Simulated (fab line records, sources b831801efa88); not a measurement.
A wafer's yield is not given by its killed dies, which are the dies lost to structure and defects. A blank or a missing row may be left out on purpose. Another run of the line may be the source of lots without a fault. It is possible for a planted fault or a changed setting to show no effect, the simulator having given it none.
fab line records	flow sky130
record: lots: 6	wafers: 18	last-day: 50
route steps=708 shown POLY_GATE@233 LDD_N@237 LDD_P@255 PAD_OPEN@708
lots that met no fault: from a run of the same line without faults
start-h: start of the lot's first displayed wafer, in hours after the record's first day	wait-h: hours from the lot's prior step to this one	" unchanged from the row above	L1.1+2: a row that stands for several wafers	- value missing, or start not given	* or withheld: withheld	< > ~ a bound
route shown NAME@n: NAME is a module with steps in the file, n the number in the route of the first one	usual: mean/standard deviation of fault-free wafers	same: alike in all rows	chamber/n: place in a boat	sites: the reading at each site	_std_site: standard deviation across them	_edge_site: mean of outer sites minus mean of inner sites	radius-mm: how far each site lies from the wafer's centre	mask NAME#n: copy n	behind: the most recent tool/chamber to have shaped the wafer	hold: cause of the lot's hold/its duration in hours/its outcome	device: the n, p or np transistor that did not switch	end of line: tests run on the same wafers once the route is complete	for a step that has no rows: nothing shown but its recipe	killed: the dies lost at the first sort to structure and to defects; this is not the yield of the wafer	map: per-die view of a wafer (x killed, . not killed, _ where there is no die)
set.NAME: the setting the step ran with; set.NAME@STEP: the setting that earlier step ran with	model.NAME: the simulator's own value behind a step, which no gauge read
lots at some steps of the route; a table a step, a row a wafer
services: when a tool's chamber went out of use (start-h, in hours from the record's first day, below 0 if earlier), for how many hours, and the reason
== steps ==
step: SKY_POLY_GATE_CLEAN_19
recipe: chemistry: SC1/SC2	mix: 1:4:20	temp-c: 70	time-s: 150	dry: n2-spin
step: SKY_POLY_GATE_OXIDATION_20
recipe: temp-c: 850	ambient: O2	stabilise-s: 600	purge-s: 300	target-thk-a: 40	ox-time-s: 899
step: SKY_POLY_GATE_THK_MEAS_21
recipe: reads: SiO2_of_POLY_GATE_OXIDATION_20
usual: POLY_GATE_OXIDATION_THK: 3.98/0.075
lot.wafer	tool	chamber	start-h	wait-h	POLY_GATE_OXIDATION_THK[nm]
L108.1	film-metro-04	-	421.64	0.0	3.96
L108.2	"	-	"	"	3.93
L108.6	"	-	"	"	4.09
L112.2	film-metro-02	-	460.77	0.0	3.96
L112.4	"	-	"	"	4.02
L112.6	"	-	"	"	4.05
L118.1	film-metro-04	-	515.80	0.0	4.10
L118.2	"	-	"	"	4.12
L118.6	"	-	"	"	4.06
L119.1	film-metro-02	-	534.65	0.0	3.93
L119.2	"	-	"	"	3.85
L119.6	"	-	"	"	3.95
L120.2	film-metro-04	-	535.01	0.0	4.06
L120.3	"	-	"	"	3.91
L120.5	"	-	"	"	4.00
L125.1	film-metro-04	-	585.10	0.0	3.93
L125.4	"	-	"	"	3.99
L125.6	"	-	"	"	3.99
step: SKY_POLY_GATE_CD_MEAS_22
usual: cd-nm: 150/3.2
lot.wafer	tool	chamber	start-h	wait-h	cd-nm
L108.1	cd-sem-02	-	421.70	0.1	148
L108.2	"	-	"	"	144
L108.6	"	-	"	"	146
L112.2	cd-sem-01	-	460.85	0.1	153
L112.4	"	-	"	"	153
L112.6	"	-	"	"	156
L118.1	cd-sem-01	-	515.86	0.1	149
L118.2	"	-	"	"	148
L118.6	"	-	"	"	147
L119.1	cd-sem-01	-	534.71	0.1	153
L119.2	"	-	"	"	148
L119.6	"	-	"	"	151
L120.2	cd-sem-01	-	535.09	0.1	145
L120.3	"	-	"	"	148
L120.5	"	-	"	"	152
L125.1	cd-sem-01	-	585.16	0.1	147
L125.4	"	-	"	"	149
L125.6	"	-	"	"	149
step: SKY_LDD_N_DEHYDRATE_00
recipe: temp-c: 200	time-s: 60
step: SKY_LDD_N_HMDS_01
recipe: prime-time-s: 60	prime-temp-c: 120
step: SKY_LDD_N_COAT_02
recipe: resist: NOVOLAK	spin-rpm: 3000	resist-thk-nm: 300
step: SKY_LDD_N_SOFTBAKE_03
recipe: temp-c: 90	time-s: 60	resist: NOVOLAK
step: SKY_LDD_N_EXPOSE_04
recipe: mask-id: NTM	target-cd-nm: 840	na: 0.6	source-shape: conventional	sigma-outer: 0.6	dose-mj: 110
step: SKY_LDD_N_PEB_05
recipe: temp-c: withheld	time-s: *	resist: NOVOLAK
step: SKY_LDD_N_DEVELOP_06
recipe: develop-time-s: 60	dev-temp-c: 23
step: SKY_LDD_N_OVL_MEAS_07
usual: LDD_N_OVL: 0.1/1.3
lot.wafer	tool	chamber	start-h	wait-h	LDD_N_OVL[nm]
L108.1	overlay-01	-	452.83	0.1	0.0
L108.2	"	-	"	"	1.3
L108.6	"	-	"	"	0.9
L112.2	overlay-01	-	491.93	0.1	1.1
L112.4	"	-	"	"	1.9
L112.6	"	-	"	"	0.7
L118.1	overlay-02	-	546.30	0.1	1.2
L118.2	"	-	"	"	1.2
L118.6	"	-	"	"	2.3
L119.1	overlay-02	-	564.55	0.1	-0.6
L119.2	"	-	"	"	-0.8
L119.6	"	-	"	"	-1.5
L120.2	overlay-02	-	564.86	0.1	0.4
L120.3	"	-	"	"	1.0
L120.5	"	-	"	"	-0.1
L125.1	overlay-01	-	614.18	0.1	0.4
L125.4	"	-	"	"	-0.5
L125.6	"	-	"	"	-0.9
step: SKY_LDD_N_IMPLANT_08
recipe: species: As	energy-kev: 20	dose-cm2: 7.5e+13	tilt-deg: withheld	rotation-deg: 23
usual: beam-on-s: 10.00/0.21	dose-ions-cm2: 7.502e+13/7.2e+10	faraday-current-uA: 423/8.6
lot.wafer	tool	chamber	start-h	wait-h	beam-on-s	dose-ions-cm2	faraday-current-uA
L108.1	implanter-03	0	452.86	0.0	10.22	7.5e+13	413
L108.2	"	0	"	"	9.93	7.498e+13	424
L108.6	"	0	"	"	10.02	7.507e+13	424
L112.2	implanter-04	0	491.99	0.0	9.76	7.492e+13	433
L112.4	"	0	"	"	10.00	7.502e+13	423
L112.6	"	0	"	"	10.36	7.495e+13	408
L118.1	implanter-03	0	546.34	0.0	69.00	5.3881e+14	439
L118.2	"	0	"	"	67.63	5.3883e+14	450
L118.6	"	0	"	"	68.62	5.388e+14	443
L119.1	implanter-03	0	564.59	0.0	66.88	5.3885e+14	456
L119.2	"	0	"	"	66.91	5.3889e+14	454
L119.6	"	0	"	"	67.59	5.3883e+14	448
L120.2	implanter-02	0	564.91	0.0	10.12	7.506e+13	417
L120.3	"	0	"	"	10.30	7.499e+13	410
L120.5	"	0	"	"	9.93	7.498e+13	425
L125.1	implanter-04	0	614.21	0.0	9.76	7.496e+13	431
L125.4	"	0	"	"	10.11	7.495e+13	420
L125.6	"	0	"	"	9.91	7.503e+13	426
step: SKY_LDD_N_IMPLANT_09
recipe: species: As	energy-kev: 20	dose-cm2: 7.5e+13	tilt-deg: withheld	rotation-deg: 113
step: SKY_LDD_N_IMPLANT_10
recipe: species: As	energy-kev: 20	dose-cm2: 7.5e+13	tilt-deg: withheld	rotation-deg: 203
step: SKY_LDD_N_IMPLANT_11
recipe: species: As	energy-kev: 20	dose-cm2: 7.5e+13	tilt-deg: withheld	rotation-deg: 293
step: SKY_LDD_N_IMPLANT_12
recipe: species: BF2	energy-kev: 50	dose-cm2: 5e+12	tilt-deg: 30	rotation-deg: 0
step: SKY_LDD_N_IMPLANT_13
recipe: species: BF2	energy-kev: 50	dose-cm2: 5e+12	tilt-deg: 30	rotation-deg: 90
step: SKY_LDD_N_IMPLANT_14
recipe: species: BF2	energy-kev: 50	dose-cm2: 5e+12	tilt-deg: 30	rotation-deg: 180
step: SKY_LDD_N_IMPLANT_15
recipe: species: BF2	energy-kev: 50	dose-cm2: 5e+12	tilt-deg: 30	rotation-deg: 270
step: SKY_LDD_N_STRIP_16
recipe: chemistry: O2/N2	power-w: 1400	pressure-mtorr: 1500	platen-temp-c: withheld	o2-flow-sccm: 3000	n2-flow-sccm: 300	overash-fraction: 0.5
usual: drypump-motor-current-A: 5.74/0.26	n2-flow-sccm: 300.1/0.94	oes-product-au: 0.406/0.005	strip-time-to-endpoint-s: 4.306/0.015
same: overash-fraction: 0.5
lot.wafer	tool	chamber	start-h	wait-h	drypump-motor-current-A	n2-flow-sccm	oes-product-au	rf-hours-counter-h	strip-time-to-endpoint-s
L108.1	plasma-asher-01	0	454.06	0.1	5.76	298.8	0.411	35	4.313
L108.2	"	1	"	"	5.33	301.1	0.409	35	4.319
L108.6	"	0	"	"	5.77	300.4	0.400	-	4.315
L112.2	plasma-asher-01	1	493.16	0.1	5.31	300.6	0.408	39	4.291
L112.4	"	0	"	"	5.78	300.0	0.409	-	4.298
L112.6	"	1	"	"	5.31	301.2	0.397	-	4.275
L118.1	plasma-asher-01	0	547.54	0.1	5.78	299.9	0.406	44	5.380
L118.2	"	1	"	"	5.29	301.0	0.398	44	5.378
L118.6	"	1	"	"	5.30	301.9	0.398	-	5.395
L119.1	plasma-asher-03	0	565.79	0.1	6.08	298.1	0.411	14	5.376
L119.2	"	1	"	"	5.69	300.6	0.403	14	5.374
L119.6	"	1	"	"	5.67	301.1	0.407	-	5.402
L120.2	plasma-asher-01	0	566.09	0.1	5.79	301.9	0.410	46	4.298
L120.3	"	0	"	"	5.80	301.3	0.402	-	4.309
L120.5	"	1	"	"	5.29	300.1	0.409	-	4.302
L125.1	plasma-asher-03	1	615.41	0.1	5.70	300.0	0.404	19	4.292
L125.4	"	0	"	"	6.08	299.8	0.410	-	4.304
L125.6	"	0	"	"	6.06	300.9	0.408	-	4.292
step: SKY_LDD_N_TW_MEAS_17
usual: LDD_N_TW: 2594/21
lot.wafer	tool	chamber	start-h	wait-h	LDD_N_TW
L108.1	film-metro-03	-	454.16	0.1	2553
L108.2	"	-	"	"	2579
L108.6	"	-	"	"	2569
L112.2	film-metro-02	-	493.27	0.1	2608
L112.4	"	-	"	"	2595
L112.6	"	-	"	"	2615
L118.1	film-metro-04	-	547.64	0.1	2935
L118.2	"	-	"	"	2959
L118.6	"	-	"	"	2938
L119.1	film-metro-03	-	565.89	0.1	2945
L119.2	"	-	"	"	2941
L119.6	"	-	"	"	2960
L120.2	film-metro-03	-	566.20	0.1	2578
L120.3	"	-	"	"	2590
L120.5	"	-	"	"	2577
L125.1	film-metro-02	-	615.51	0.1	2616
L125.4	"	-	"	"	2605
L125.6	"	-	"	"	2619
step: SKY_LDD_P_DEHYDRATE_00
recipe: temp-c: 200	time-s: 60
step: SKY_PAD_OPEN_PROBE_99
usual: killed_at_M0_to_M3: 42/6.6	killed_at_M4_up: 3.1/1.9	killed-at-contacts: 24/5.6	killed-at-front-end: 15/4.8	killed-at-other: 0.3/0.48	killed-dies: 84/10	killed-on-rim: 16/3.9	killed-open: 47/6.8	killed-short: 37/6.8
same: gross-dies: 492	killed-at-back-side: 0
lot.wafer	tool	chamber	start-h	wait-h	killed_at_M0_to_M3	killed_at_M4_up	killed-at-contacts	killed-at-front-end	killed-at-other	killed-dies	killed-on-rim	killed-open	killed-short	model.etest.tip-n.rs-ohm-sq	model.etest.nfet_01v8.r-on-ohm-um	model.etest.nfet_01v8_lvt.drive-ua-um	model.etest.nfet_01v8.drive-ua-um	model.etest.nfet_01v8_turned.drive-ua-um	model.etest.sram-nfet-pass.drive-ua-um	model.etest.nfet_01v8_swapped.drive-ua-um	model.etest.sram-nfet-pass.off-log10-a-um
L108.1	prober-01	-	1109.48	0.1	50	1	23	18	0	92	15	46	46	444.9	820.7	581.5	510.4	511.1	489.2	508.2	-12.59
L108.2	prober-01	-	1109.53	0.1	41	0	18	22	1	82	14	49	33	443.4	824	577.7	509.6	511.1	511.9	514.8	-12.26
L108.6	prober-01	-	1109.73	0.2	44	2	23	8	1	78	21	41	37	445.5	835.6	582.5	507.8	506.7	479.5	506.8	-12.64
L112.2	prober-01	-	1137.85	0.1	35	8	25	17	0	85	12	50	35	445.7	841.1	570.4	498.8	495.4	477.7	496.4	-12.86
L112.4	prober-01	-	1137.95	0.2	47	1	22	18	0	88	22	50	38	444.4	835.9	573.9	504.3	505.4	488	506.6	-12.77
L112.6	prober-01	-	1138.05	0.2	57	3	27	21	0	108	20	57	51	442.3	857.4	562.7	498.1	493.9	484.5	493.4	-12.45
L118.1	prober-01	-	1168.49	0.1	49	3	27	12	0	91	17	56	35	274.7	772.5	624.4	547.2	547.1	512.1	535.4	-12.26
L118.2	prober-01	-	1168.54	0.1	40	1	38	12	0	91	16	49	42	272.6	757.5	632	556.1	552.5	523	544.3	-12.22
L118.6	prober-01	-	1168.74	0.2	37	2	30	11	0	80	23	43	37	271.8	755	634.2	557.2	555.2	513.1	547.4	-12.38
L119.1	prober-02	-	1177.22	0.1	43	4	18	16	1	82	13	38	44	272.6	810.6	600.3	524	525.9	507.8	511.5	-12.09
L119.2	prober-02	-	1177.27	0.1	42	3	23	14	0	82	15	42	40	274.8	771.4	624	541.5	547.9	531.8	532.4	-12.05
L119.6	prober-02	-	1177.47	0.2	41	3	32	31	0	107	23	55	52	272.9	777.9	618.9	542	537.9	515.6	530.6	-12.07
L120.2	prober-01	-	1180.78	0.1	44	1	34	16	1	96	23	58	38	442	831.4	577.5	505.4	502.2	506.7	498.7	-12.37
L120.3	prober-01	-	1180.83	0.2	35	4	32	21	1	93	15	56	37	442.5	861.4	553.7	483.9	485.2	488.5	481.9	-12.78
L120.5	prober-01	-	1180.93	0.2	53	4	31	21	1	110	24	56	54	442.3	856.2	558.5	486.4	489.7	490.6	482.6	-12.76
L125.1	prober-02	-	1203.38	0.1	44	1	18	11	0	74	15	43	29	444	831.5	571.9	493.4	498	494.5	496.3	-12.69
L125.4	prober-02	-	1203.53	0.2	42	2	21	14	0	79	10	37	42	447	847.6	563.2	488.8	491.2	483.2	495	-12.48
L125.6	prober-02	-	1203.63	0.2	44	3	27	9	0	83	18	47	36	446.4	847.7	557.9	488.6	488.2	475.2	489.8	-13
killed by level:class
L108.1 VIA1:geometric-particle:open=11 VIA2:geometric-particle:open=11 VIA1:geometric-particle:short=8 LI_CONTACT:geometric-particle:open=6 CONTACT:geometric-particle:short=6 FIELD_ISO:geometric-particle:short=5 METAL1:geometric-particle:short=5 METAL3:geometric-particle:short=5
L108.2 VIA1:geometric-particle:open=9 VIA2:geometric-particle:open=9 POLY_GATE:geometric-particle:open=7 CONTACT:geometric-particle:open=7 VIA1:geometric-particle:short=7 LI_CONTACT:geometric-particle:open=6 FIELD_ISO:geometric-particle:short=5 METAL1:geometric-particle:short=4
L108.6 METAL1:geometric-particle:short=11 VIA1:geometric-particle:open=10 LI_CONTACT:geometric-particle:open=7 CONTACT:geometric-particle:open=6 METAL1:geometric-particle:open=4 VIA3:geometric-particle:open=4 LI_CONTACT:geometric-particle:short=3 LOCAL_INTERCONNECT:geometric-particle:short=3
L112.2 VIA1:geometric-particle:open=13 CONTACT:geometric-particle:open=10 METAL4:geometric-particle:short=8 VIA2:geometric-particle:open=7 LI_CONTACT:geometric-particle:open=6 POLY_GATE:geometric-particle:short=5 FIELD_ISO:geometric-particle:open=4 METAL1:geometric-particle:short=4
L112.4 VIA1:geometric-particle:open=11 CONTACT:geometric-particle:open=10 POLY_GATE:geometric-particle:short=9 VIA3:geometric-particle:open=9 LI_CONTACT:geometric-particle:open=6 METAL1:geometric-particle:short=6 FIELD_ISO:geometric-particle:short=5 POLY_GATE:geometric-particle:open=4
L112.6 VIA1:geometric-particle:open=15 VIA3:geometric-particle:open=13 METAL1:geometric-particle:short=9 LI_CONTACT:geometric-particle:open=7 CONTACT:geometric-particle:open=7 FIELD_ISO:geometric-particle:open=6 POLY_GATE:geometric-particle:short=6 CONTACT:geometric-particle:short=5
L118.1 VIA1:geometric-particle:open=16 CONTACT:geometric-particle:open=14 VIA3:geometric-particle:open=7 CONTACT:geometric-particle:short=6 METAL1:geometric-particle:short=6 VIA2:geometric-particle:open=6 LI_CONTACT:geometric-particle:open=4 POLY_GATE:geometric-particle:open=3
L118.2 CONTACT:geometric-particle:open=15 VIA1:geometric-particle:open=13 LI_CONTACT:geometric-particle:open=9 CONTACT:geometric-particle:short=6 METAL2:geometric-particle:short=6 LOCAL_INTERCONNECT:geometric-particle:short=5 VIA2:geometric-particle:open=5 SPACER:geometric-particle:short=4
L118.6 CONTACT:geometric-particle:open=12 VIA1:geometric-particle:open=10 LI_CONTACT:geometric-particle:open=9 METAL2:geometric-particle:short=6 LOCAL_INTERCONNECT:geometric-particle:short=5 METAL1:geometric-particle:short=4 VIA1:geometric-particle:short=4 POLY_GATE:geometric-particle:short=3
L119.1 CONTACT:geometric-particle:open=10 FIELD_ISO:geometric-particle:short=6 METAL1:geometric-particle:short=6 VIA1:geometric-particle:short=6 VIA2:geometric-particle:open=6 VIA3:geometric-particle:open=6 VIA1:geometric-particle:open=5 FIELD_ISO:geometric-particle:open=4
L119.2 VIA2:geometric-particle:open=10 VIA3:geometric-particle:open=9 METAL2:geometric-particle:short=7 CONTACT:geometric-particle:open=6 VIA1:geometric-particle:open=6 LOCAL_INTERCONNECT:geometric-particle:short=5 CONTACT:geometric-particle:short=5 LI_CONTACT:geometric-particle:open=4
L119.6 FIELD_ISO:geometric-particle:open=12 CONTACT:geometric-particle:open=11 VIA3:geometric-particle:open=8 VIA1:geometric-particle:open=7 LI_CONTACT:geometric-particle:open=7 CONTACT:geometric-particle:short=7 FIELD_ISO:geometric-particle:short=6 METAL2:geometric-particle:short=6
L120.2 LI_CONTACT:geometric-particle:open=13 CONTACT:geometric-particle:open=10 VIA3:geometric-particle:open=10 VIA2:geometric-particle:open=7 VIA1:geometric-particle:open=7 FIELD_ISO:geometric-particle:open=6 VIA1:geometric-particle:short=6 CONTACT:geometric-particle:short=5
L120.3 LI_CONTACT:geometric-particle:open=12 CONTACT:geometric-particle:open=12 VIA1:geometric-particle:open=7 VIA1:geometric-particle:short=7 POLY_GATE:geometric-particle:open=6 VIA3:geometric-particle:open=6 FIELD_ISO:geometric-particle:open=4 LOCAL_INTERCONNECT:geometric-particle:short=4
L120.5 VIA2:geometric-particle:open=12 VIA3:geometric-particle:open=11 LOCAL_INTERCONNECT:geometric-particle:short=9 LI_CONTACT:geometric-particle:open=7 FIELD_ISO:geometric-particle:short=6 CONTACT:geometric-particle:open=6 VIA1:geometric-particle:short=6 POLY_GATE:geometric-particle:open=5
L125.1 VIA1:geometric-particle:open=13 VIA3:geometric-particle:open=7 METAL2:geometric-particle:short=6 METAL1:geometric-particle:short=6 CONTACT:geometric-particle:open=5 CONTACT:geometric-particle:short=5 VIA2:geometric-particle:open=5 SPACER:geometric-particle:open=4
L125.4 METAL1:geometric-particle:short=9 POLY_GATE:geometric-particle:open=7 CONTACT:geometric-particle:open=7 CONTACT:geometric-particle:short=7 VIA3:geometric-particle:open=6 METAL1:geometric-particle:open=4 VIA1:geometric-particle:open=4 VIA1:geometric-particle:short=4
L125.6 LI_CONTACT:geometric-particle:open=10 VIA1:geometric-particle:open=10 METAL2:geometric-particle:short=8 CONTACT:geometric-particle:open=8 METAL1:geometric-particle:short=7 VIA3:geometric-particle:open=6 VIA1:geometric-particle:short=5 VIA2:geometric-particle:open=5
== services ==
tool	chamber	start-h	hours	kind
implanter-03	-	429.53	2.7	repair
plasma-asher-03	0	430.25	-	clean
plasma-asher-03	1	430.25	-	clean
implanter-04	-	444.56	4.2	repair
implanter-04	-	467.38	5.8	pm
implanter-03	-	494.96	4.6	repair
plasma-asher-01	-	524.41	2.6	repair
implanter-03	-	561.98	1.6	repair
implanter-02	-	581.53	9.1	pm
implanter-04	-	585.20	5.1	pm
implanter-03	-	613.51	5.3	repair
== key ==
first-sign: step: SKY_LDD_N_IMPLANT_08	reading: dose-ions-cm2	direction: up	sigmas: 99+	usual: *	struck: *
effect: step: SKY_LDD_N_IMPLANT_08	reading: beam-on-s	direction: up	sigmas: 99+	usual: 10.00	struck: 67.77
effect: step: SKY_LDD_N_STRIP_16	reading: strip-time-to-endpoint-s	direction: up	sigmas: 74	usual: *	struck: *
effect: step: SKY_LDD_N_TW_MEAS_17	reading: LDD_N_TW	direction: up	sigmas: 17	usual: 2594	struck: 2946
model-effect: step: SKY_PAD_OPEN_PROBE_99	value: etest.tip-n.rs-ohm-sq	without: 441.6	struck: 273.2
met-at SKY_LDD_N_IMPLANT_08
struck-wafers L118.1,L118.2,L118.6,L119.1,L119.2,L119.6
tester-left-out L118,L119
onset-between 452.86 546.34
fault: kind: process-parameter-drift	tool: implanter-03	chamber: -	onset-h: 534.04	steps: SKY_LDD_N_IMPLANT_08	channel: dose-cm2	offset: *	shape: step	end-h: 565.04	acts-in: *	stated: *
tester-left-out: of these lots the tester's yield and bins aren't shown, on N5 and GAA mostly nor the transistor test; their killed dies are dies lost to structure and defects alone, not to doping, threshold or leakage, so they don't give the yield
